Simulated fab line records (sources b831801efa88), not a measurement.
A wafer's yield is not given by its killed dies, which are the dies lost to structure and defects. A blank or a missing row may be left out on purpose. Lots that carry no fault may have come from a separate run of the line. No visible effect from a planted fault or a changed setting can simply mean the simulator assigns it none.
A lot that was struck, set against a sound lot || flow sfqLine || 21 steps out of a route of 325
Sound: these wafers, L556.1, L556.4, L556.5. Struck: wafer L573.3 (L573.4, L573.6, from the same lot, were not struck and are left out); the cause is given at the end.
At each step with rows: each side's tool, then ch and its chambers, then its first start. Under that, the readings that differ: sound wafers || struck wafers || difference of the means || sigmas: that difference in standard deviations of wafers without a fault.
alike: same words and numbers on both sides, and readings whose means sit less than 2 such deviations apart. not compared: any withheld reading, any reading some wafer has no value for, any bound like >300 that may hide the same value, and any number with overlapping values for which the record gives no deviation.
The two part at a step that has a row with sigmas, a row that says differs or no value, or rows on one side only. When numbers do not overlap yet have no deviation, they are printed without sigmas and do not part them. Lack of a reading on every wafer of one side parts them only where that side has two or more wafers.

first, 2 steps without rows for these wafers: SFQ_TRILAYER_M3_LITHO_PEB_078 (peb time 60 s); SFQ_TRILAYER_M3_LITHO_DEVELOP_077 (time 60 s).
SFQ_M3_OVL_MEAS_921:
  sound: overlay-01 at day 33 04:02; struck: overlay-01 at day 50 12:46
  alike: M3_OVL
SFQ_TRILAYER_M3_BARC_OPEN_METAL_ETCH_100: etches BARC in O2, target depth 125 nm, time 41.7 s.
  sound on rieMetal-04 ch 0,1, day 33 04:05; struck on rieMetal-02 ch 1, day 50 12:49
  alike: drypumpMotorCurrentA, oesProductAu
  not compared: rfHoursCounterH
then, 1 step without rows for these wafers: SFQ_TRILAYER_M3_ETCH_METAL_ETCH_078 (etches Nb in Cl2/Ar, stops on SiO2, target depth 240 nm, time 120 s).
SFQ_TRILAYER_M3_STRIP_STRIP_079: strips in O2.
  sound on rieMetal-04 ch 0,1, day 33 04:16; struck on rieMetal-02 ch 1, day 50 13:10
  alike: drypumpMotorCurrentA, oesProductAu
  not compared: rfHoursCounterH
then, 1 step without rows for these wafers: SFQ_TRILAYER_M3_STRIP_SOLV_CLEAN_080 (cleans in NMP, time 600 s).
SFQ_TRILAYER_I3_DEP_PECVD_081: deposits SiO2 from SiH4/N2O, time 111.11 s, target thk 500 nm.
  sound on pecvd-04 ch 0,2, day 33 05:02; struck on pecvd-01 ch 1, day 50 13:45
  alike: heaterPowerW, throttleValvePct
SFQ_TRILAYER_I3_CMP_CMP_082: polishes SiO2.
  sound on cmp-02 ch 1,2, day 33 08:46; struck on cmp-01 ch 0, day 50 20:49
{"reading": "slurryFlowMlMin", "sound": "150.4 150.2 150.9", "struck": 149.3, "difference": -1.2, "sigmas": -3}
  alike: edgeZonePressureFrac, motorCurrentA, retainingRingPressureFrac, timeToEndpointS
SFQ_I3_BOW_MEAS_922:
  sound: filmMetro-03 at day 33 11:46; struck: filmMetro-02 at day 50 23:51
  alike: I3_BOW
then, 2 steps without rows for these wafers: SFQ_TRILAYER_I3_METRO_MEASURE_083; SFQ_TRILAYER_I3_VIA_LITHO_COAT_090 (resist thk 62 nm).
SFQ_TRILAYER_I3_VIA_LITHO_COAT_085: resist thk 650 nm.
  sound on lithoTrack-01 ch 0, day 33 13:23; struck on lithoTrack-02 ch 0, day 51 01:32
{"reading": "model.KrF_of_TRILAYER_I3_VIA_LITHO_COAT_085.thkNm (nm)", "sound": "649.6 650 649.2", "struck": 619.6, "difference": -30.0, "sigmas": ""}
then, 4 steps without rows for these wafers: SFQ_TRILAYER_I3_VIA_LITHO_SOFTBAKE_089; SFQ_TRILAYER_I3_VIA_LITHO_EXPOSE_086 (exposes mask I3, target cd 500 nm); SFQ_TRILAYER_I3_VIA_LITHO_PEB_088 (peb time 60 s); SFQ_TRILAYER_I3_VIA_LITHO_DEVELOP_087 (time 60 s).
SFQ_I3_OVL_MEAS_923:
  sound: overlay-01 at day 39 07:39; struck: overlay-01 at day 51 13:16
  alike: I3_OVL
SFQ_TRILAYER_I3_VIA_BARC_OPEN_VIA_ETCH_121: etches BARC in O2, target depth 125 nm, time 41.7 s.
  sound on rieDiel-04 ch 0,2, day 39 07:41; struck on rieDiel-01 ch 0, day 51 13:17
{"reading": "drypumpMotorCurrentA (A)", "sound": "4.9 5.0 5.0", "struck": 6.6, "difference": "+1.6", "sigmas": "+3"}
  alike: oesProductAu
  not compared: rfHoursCounterH
SFQ_TRILAYER_I3_VIA_ETCH_VIA_ETCH_088: etches SiO2 in CHF3, stops on Nb, target depth 260 nm.
  sound on rieDiel-04 ch 0,2, day 39 07:44; struck on rieDiel-01 ch 0, day 51 13:19
{"reading": "drypumpMotorCurrentA (A)", "sound": "4.9 5.0 5.0", "struck": 6.6, "difference": "+1.6", "sigmas": "+3"}
{"reading": "oesProductAu (a.u.)", "sound": "0.867 0.848 0.859", "struck": 0.842, "difference": -0.016, "sigmas": -3}
{"reading": "model.KrF_of_TRILAYER_I3_VIA_LITHO_COAT_085.thkNm (nm)", "sound": "526.2 531.2 530.4", "struck": 498.1, "difference": -31.2, "sigmas": ""}
then, 1 step without rows for these wafers: SFQ_TRILAYER_I3_VIA_STRIP_STRIP_089 (strips in O2).

## WHERE THEY PART
Last at SFQ_TRILAYER_I3_VIA_ETCH_VIA_ETCH_088 as far as this record goes, first at SFQ_TRILAYER_I3_CMP_CMP_082.

WHY: whatever the simulator had introduced
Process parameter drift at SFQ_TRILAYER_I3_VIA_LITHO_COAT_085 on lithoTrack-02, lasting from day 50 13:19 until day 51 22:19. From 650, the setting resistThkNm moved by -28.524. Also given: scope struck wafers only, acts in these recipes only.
